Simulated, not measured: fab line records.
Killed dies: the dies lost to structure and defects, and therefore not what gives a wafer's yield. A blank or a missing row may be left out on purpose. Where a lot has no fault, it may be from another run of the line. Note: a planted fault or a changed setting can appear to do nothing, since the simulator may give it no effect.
What tool caused it? :: flow sky130 :: 42 wafers from 14 lots sampled at 4 of the route's 708 steps

WHAT THE GAUGES READ, wafer by wafer
SKY_CAP2M_THK_MEAS_04: measures by xrf.
lot: L342
measured: day 40 02:36
on: film-metro-04
CAP2M_TIN_THK (nm): 200.3 197.6 200.9

lot: L343
measured: day 40 10:50
on: film-metro-04
CAP2M_TIN_THK (nm): 201.0 201.3 201.1

lot: L346
measured: day 41 06:47
on: film-metro-03
CAP2M_TIN_THK (nm): 202.4 200.2 202.6

lot: L347
measured: day 41 14:01
on: film-metro-02
CAP2M_TIN_THK (nm): 200.7 202.3 198.5

lot: L349
measured: day 42 07:27
on: film-metro-03
CAP2M_TIN_THK (nm): 205.0 202.7 203.8

lot: L350
measured: day 42 20:12
on: film-metro-02
CAP2M_TIN_THK (nm): 205.6 202.4 201.0

lot: L353
measured: day 43 05:25
on: film-metro-02
CAP2M_TIN_THK (nm): 193.8 194.5 195.7

lot: L355
measured: day 44 01:31
on: film-metro-04
CAP2M_TIN_THK (nm): 202.2 201.2 202.6

lot: L359
measured: day 44 23:48
on: film-metro-02
CAP2M_TIN_THK (nm): 201.2 199.3 202.5

lot: L360
measured: day 45 04:11
on: film-metro-02
CAP2M_TIN_THK (nm): 196.7 199.5 197.9

lot: L361
measured: day 45 12:17
on: film-metro-04
CAP2M_TIN_THK (nm): 202.6 203.8 202.9

lot: L362
measured: day 45 12:56
on: film-metro-04
CAP2M_TIN_THK (nm): 196.8 198.9 198.2

lot: L363
measured: day 45 19:21
on: film-metro-02
CAP2M_TIN_THK (nm): 194.8 197.1 196.9

lot: L364
measured: day 45 20:41
on: film-metro-04
CAP2M_TIN_THK (nm): 199.7 196.7 198.0

SKY_CAP2M_OVL_MEAS_12.
lot: L342
measured: day 41 02:38
on: overlay-01
CAP2M_OVL (nm): -0.2 -0.3 -0.3

lot: L343
measured: day 41 11:19
on: overlay-01
CAP2M_OVL (nm): -0.6 -1.2 -2.0

lot: L346
measured: day 42 06:16
on: overlay-01
CAP2M_OVL (nm): 1.4 1.7 1.6

lot: L347
measured: day 42 12:40
on: overlay-01
CAP2M_OVL (nm): -1.7 0.2 -0.4

lot: L349
measured: day 43 06:09
on: overlay-01
CAP2M_OVL (nm): - - -

lot: L350
measured: day 43 19:22
on: overlay-01
CAP2M_OVL (nm): - - -

lot: L353
measured: day 44 03:37
on: overlay-01
CAP2M_OVL (nm): -0.6 1.4 0.5

lot: L355
measured: day 44 23:45
on: overlay-01
CAP2M_OVL (nm): -2.5 -2.7 -1.3

lot: L359
measured: day 45 20:31
on: overlay-02
CAP2M_OVL (nm): -1.3 0.2 0.1

lot: L360
measured: day 46 01:16
on: overlay-01
CAP2M_OVL (nm): -3.5 -3.0 -1.1

lot: L361
measured: day 46 09:04
on: overlay-02
CAP2M_OVL (nm): -0.1 -0.3 -1.7

lot: L362
measured: day 46 09:51
on: overlay-02
CAP2M_OVL (nm): -1.8 -3.8 -1.8

lot: L363
measured: day 46 16:12
on: overlay-01
CAP2M_OVL (nm): -2.0 -1.8 -2.0

lot: L364
measured: day 46 16:52
on: overlay-01
CAP2M_OVL (nm): -0.8 0.4 0.2

WHICH TOOL RAN EACH LOT (tool, then ch and the chambers of the sampled wafers, then the start)
lot: L342
SKY_METAL4_SPUTTER_04: pvd-sputter-03, day 40 02:13
SKY_CAP2M_DEVELOP_11: litho-track-03 ch 0, day 41 02:30

lot: L343
SKY_METAL4_SPUTTER_04: pvd-sputter-02, day 40 10:28
SKY_CAP2M_DEVELOP_11: litho-track-02 ch 0, day 41 11:11

lot: L346
SKY_METAL4_SPUTTER_04: pvd-sputter-01, day 41 06:25
SKY_CAP2M_DEVELOP_11: litho-track-02 ch 0, day 42 06:07

lot: L347
SKY_METAL4_SPUTTER_04: pvd-sputter-02, day 41 13:40
SKY_CAP2M_DEVELOP_11: litho-track-02 ch 0, day 42 12:31

lot: L349
SKY_METAL4_SPUTTER_04: pvd-sputter-01, day 42 07:05
SKY_CAP2M_DEVELOP_11: litho-track-03, day 43 06:00

lot: L350
SKY_METAL4_SPUTTER_04: pvd-sputter-02, day 42 19:50
SKY_CAP2M_DEVELOP_11: litho-track-02, day 43 19:13

lot: L353
SKY_METAL4_SPUTTER_04: pvd-sputter-03, day 43 05:03
SKY_CAP2M_DEVELOP_11: litho-track-02 ch 0, day 44 03:29

lot: L355
SKY_METAL4_SPUTTER_04: pvd-sputter-03, day 44 01:10
SKY_CAP2M_DEVELOP_11: litho-track-03 ch 0, day 44 23:36

lot: L359
SKY_METAL4_SPUTTER_04: pvd-sputter-03, day 44 23:25
SKY_CAP2M_DEVELOP_11: litho-track-04 ch 0, day 45 20:24

lot: L360
SKY_METAL4_SPUTTER_04: pvd-sputter-01, day 45 03:49
SKY_CAP2M_DEVELOP_11: litho-track-02 ch 0, day 46 01:07

lot: L361
SKY_METAL4_SPUTTER_04: pvd-sputter-03, day 45 11:56
SKY_CAP2M_DEVELOP_11: litho-track-02 ch 0, day 46 08:55

lot: L362
SKY_METAL4_SPUTTER_04: pvd-sputter-03, day 45 12:34
SKY_CAP2M_DEVELOP_11: litho-track-03 ch 0, day 46 09:42

lot: L363
SKY_METAL4_SPUTTER_04: pvd-sputter-03, day 45 18:59
SKY_CAP2M_DEVELOP_11: litho-track-03 ch 0, day 46 16:04

lot: L364
SKY_METAL4_SPUTTER_04: pvd-sputter-01, day 45 20:19
SKY_CAP2M_DEVELOP_11: litho-track-03 ch 0, day 46 16:45
- SKY_METAL4_SPUTTER_04: material TiN, target thk 70 nm, time 58.3 s.
- SKY_CAP2M_DEVELOP_11: develop time 60 s.

WHAT THE TOOLS THEMSELVES READ (means of the sampled wafers that have a number; where no wafer has one, the mark that the record gives instead)
SKY_METAL4_SPUTTER_04.
lot: L342
tool: pvd-sputter-03
throttle-valve-pct (%): 31.3

lot: L343
tool: pvd-sputter-02
throttle-valve-pct (%): 30.7

lot: L346
tool: pvd-sputter-01
throttle-valve-pct (%): 31.3

lot: L347
tool: pvd-sputter-02
throttle-valve-pct (%): 30.5

lot: L349
tool: pvd-sputter-01
throttle-valve-pct (%): 29.9

lot: L350
tool: pvd-sputter-02
throttle-valve-pct (%): 30.6

lot: L353
tool: pvd-sputter-03
throttle-valve-pct (%): 31.9

lot: L355
tool: pvd-sputter-03
throttle-valve-pct (%): 31.3

lot: L359
tool: pvd-sputter-03
throttle-valve-pct (%): 29.5

lot: L360
tool: pvd-sputter-01
throttle-valve-pct (%): 29.9

lot: L361
tool: pvd-sputter-03
throttle-valve-pct (%): 32.3

lot: L362
tool: pvd-sputter-03
throttle-valve-pct (%): 32.0

lot: L363
tool: pvd-sputter-03
throttle-valve-pct (%): 30.1

lot: L364
tool: pvd-sputter-01
throttle-valve-pct (%): 30.5

SKY_CAP2M_DEVELOP_11.
lot: L342
tool: litho-track-03
chill-plate-temp-C (C): 22.91
exhaust-pa (Pa): 45.1

lot: L343
tool: litho-track-02
chill-plate-temp-C (C): 23.04
exhaust-pa (Pa): 45.4

lot: L346
tool: litho-track-02
chill-plate-temp-C (C): 22.98
exhaust-pa (Pa): 44.9

lot: L347
tool: litho-track-02
chill-plate-temp-C (C): 22.98
exhaust-pa (Pa): 45.6

lot: L349
tool: litho-track-03
chill-plate-temp-C (C): -
exhaust-pa (Pa): -

lot: L350
tool: litho-track-02
chill-plate-temp-C (C): -
exhaust-pa (Pa): -

lot: L353
tool: litho-track-02
chill-plate-temp-C (C): 22.97
exhaust-pa (Pa): 44.6

lot: L355
tool: litho-track-03
chill-plate-temp-C (C): 22.99
exhaust-pa (Pa): 45.2

lot: L359
tool: litho-track-04
chill-plate-temp-C (C): 22.97
exhaust-pa (Pa): 45.3

lot: L360
tool: litho-track-02
chill-plate-temp-C (C): 22.94
exhaust-pa (Pa): 45.9

lot: L361
tool: litho-track-02
chill-plate-temp-C (C): 23.01
exhaust-pa (Pa): 45.3

lot: L362
tool: litho-track-03
chill-plate-temp-C (C): 23.03
exhaust-pa (Pa): 45.4

lot: L363
tool: litho-track-03
chill-plate-temp-C (C): 22.94
exhaust-pa (Pa): 44.6

lot: L364
tool: litho-track-03
chill-plate-temp-C (C): 22.89
exhaust-pa (Pa): 45.6

THE ANSWER, worked out from the rows above alone
Rule: usual is defined by the lots themselves. Put in order of their means at a reading, lots are off if they are a third of the lots or fewer, leave a main group of 4 or more, and stand apart from it by a gap of 3 or more times the standard deviation of the main group's means; of several such gaps the widest counts. If all means in a main group match to the digits the tables above print for the reading, that group is not used. Also off: a lot with no number at a reading for which 4 or more lots have one. Where the step has rows for the other lots, those lots are counted as sound. First the gauges in route order, then the tools' own readings, where a lot's mean is used as printed above. At the first step where some lot is off, the reading lying furthest off is the one used; lots without a number count as furthest.
Off: L349, L350, at SKY_CAP2M_OVL_MEAS_12 (CAP2M_OVL). Without a number there: L349, L350. For the main group the mean is -0.9 nm and the standard deviation 1.2.
If a tool, at a process step before that reading, ran all the lots that are off and no sound lot after the first of them, it fits. Not tried: the gauges at SKY_CAP2M_OVL_MEAS_12; whatever is off there is also off at SKY_CAP2M_DEVELOP_11, on other tools, and gauge error can't account for it. None of those tried fits.

WHAT THE SIMULATOR PUT IN
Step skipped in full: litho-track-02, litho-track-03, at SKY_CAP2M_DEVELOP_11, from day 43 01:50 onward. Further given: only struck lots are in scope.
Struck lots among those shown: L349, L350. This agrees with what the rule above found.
